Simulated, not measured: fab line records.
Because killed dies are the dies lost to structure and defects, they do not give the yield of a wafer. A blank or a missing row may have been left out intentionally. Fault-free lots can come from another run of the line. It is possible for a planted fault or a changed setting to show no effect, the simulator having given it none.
Struck lot and sound lot, side by side    flow sky130    17 out of 708 route steps
Sound: the wafers L719.2, L719.3, L719.5. Struck: wafers L709.2, L709.4, L709.6. The cause comes at the end.
Order at every step that has rows: each side's tool, ch and its chambers, its first start. Under that, the readings that differ: sound wafers    struck wafers    difference of the means    sigmas: that difference in standard deviations of wafers without a fault.
alike: words and numbers the same on both sides, and readings whose means are apart by under 2 such deviations; not compared: readings that were withheld, readings missing a value for some wafer, numbers with overlapping values and no deviation given by the record, and bounds like >300 which may hide the same value.
The two part at a step that has a row with sigmas, a row that says differs or no value, or rows on one side only. When numbers do not overlap yet have no deviation, they are printed without sigmas and do not part them. Lack of a reading on every wafer of one side parts them only where that side has two or more wafers.

SKY_VT_ADJUST_HVTP_OVL_MEAS_08:
  sound: overlay-02 at day 11 20:34; struck: overlay-02 at day 9 02:16
reading                  sound        struck          difference  sigmas
VT_ADJUST_HVTP_OVL (nm)  0.3 0.6 0.9  -3.0 -2.7 -1.7  -3.1        -2
following that, these wafers have no rows for 1 step: SKY_VT_ADJUST_HVTP_IMPLANT_09.
SKY_VT_ADJUST_HVTP_STRIP_10: strips in O2/N2.
  sound on plasma-asher-02 ch 0,1, day 11 20:45; struck on plasma-asher-02 ch 0,1, day 9 02:27
reading                       sound              struck             difference  sigmas
strip-time-to-endpoint-s (s)  14.12 14.14 14.08  14.26 14.25 14.27  +0.15       +3
  alike: drypump-motor-current-A, oes-product-au
  not compared: rf-hours-counter-h
SKY_VT_ADJUST_HVTP_TW_MEAS_11:
  sound: film-metro-04 at day 11 20:52; struck: film-metro-04 at day 9 02:34
  alike: VT_ADJUST_HVTP_TW
then, 7 steps without rows for these wafers: SKY_VT_ADJUST_LVTN_DEHYDRATE_00 (time 60 s); SKY_VT_ADJUST_LVTN_HMDS_01 (prime time 60 s); SKY_VT_ADJUST_LVTN_COAT_02 (resist thk 3000 nm); SKY_VT_ADJUST_LVTN_SOFTBAKE_03; SKY_VT_ADJUST_LVTN_EXPOSE_04 (exposes mask NWM COMPLEMENT LESS NATIVE, target cd 840 nm); SKY_VT_ADJUST_LVTN_PEB_05; SKY_VT_ADJUST_LVTN_DEVELOP_06 (develop time 60 s).
SKY_VT_ADJUST_LVTN_OVL_MEAS_07:
  sound: overlay-01 at day 12 20:48; struck: overlay-01 at day 10 00:56
  alike: VT_ADJUST_LVTN_OVL
SKY_VT_ADJUST_LVTN_IMPLANT_08:
  sound on implanter-02 ch 0, day 12 20:51; struck on implanter-01 ch 0, day 10 01:22
  alike: beam-energy-keV, end-station-pressure-torr
SKY_VT_ADJUST_LVTN_STRIP_09: strips in O2/N2.
  sound on plasma-asher-03 ch 1, day 12 20:59; struck on plasma-asher-04 ch 0,1, day 10 01:29
reading                       sound              struck             difference  sigmas
strip-time-to-endpoint-s (s)  36.97 36.96 37.01  36.60 36.65 36.64  -0.35       -3
  alike: drypump-motor-current-A, oes-product-au
  not compared: rf-hours-counter-h
SKY_VT_ADJUST_LVTN_TW_MEAS_10:
  sound: film-metro-02 at day 12 21:05; struck: film-metro-04 at day 10 01:36
reading            sound              struck             difference  sigmas
VT_ADJUST_LVTN_TW  243.0 243.3 243.7  298.4 298.5 298.6  +55.2       +31
then, 1 step without rows for these wafers: SKY_VT_ADJUST_LVTN_DEHYDRATE_11 (time 60 s).
-- record jumps: 38 days separate the struck wafers' starts on either side; left off in module VT_ADJUST_LVTN, taken up again in module PAD_OPEN, whose first shown step is the route's number 708 --
SKY_PAD_OPEN_PROBE_99:
  sound: prober-02 at day 50 09:46; struck: prober-01 at day 48 10:49
reading                                 sound                 struck                difference  sigmas
model.etest.nfet_01v8_lvt.drive-ua-um   570.6 577.8 572.8     570 556 548.1         -16         
model.etest.nfet_01v8_lvt.vt-sat-v (V)  0.5363 0.5381 0.5398  0.5732 0.5768 0.5844  +0.0401     
model.etest.nfet_01v8.vt-sat-v (V)      0.6495 0.6445 0.6457  0.6666 0.667 0.6764   +0.0234     
model.etest.nfet_01v8_lvt.vt-v (V)      0.616 0.611 0.6144    0.6345 0.637 0.6392   +0.0231     
  alike: killed_at_M0_to_M3, killed_at_M4_up, killed-at-contacts, killed-at-front-end, killed-at-other, killed-dies, killed-open, killed-short
  not compared: model.etest.nfet_01v8.drive-ua-um, model.etest.nfet_01v8_turned.drive-ua-um, model.etest.nfet_01v8_swapped.drive-ua-um, model.etest.nfet_01v8_swapped.off-log10-a-um

== WHERE THEY PART ==
At SKY_VT_ADJUST_HVTP_OVL_MEAS_08 first; at SKY_VT_ADJUST_LVTN_TW_MEAS_10 last (within this record only). Later steps at which nothing parts them and some readings are alike: SKY_PAD_OPEN_PROBE_99.

WHY: whatever the simulator had introduced
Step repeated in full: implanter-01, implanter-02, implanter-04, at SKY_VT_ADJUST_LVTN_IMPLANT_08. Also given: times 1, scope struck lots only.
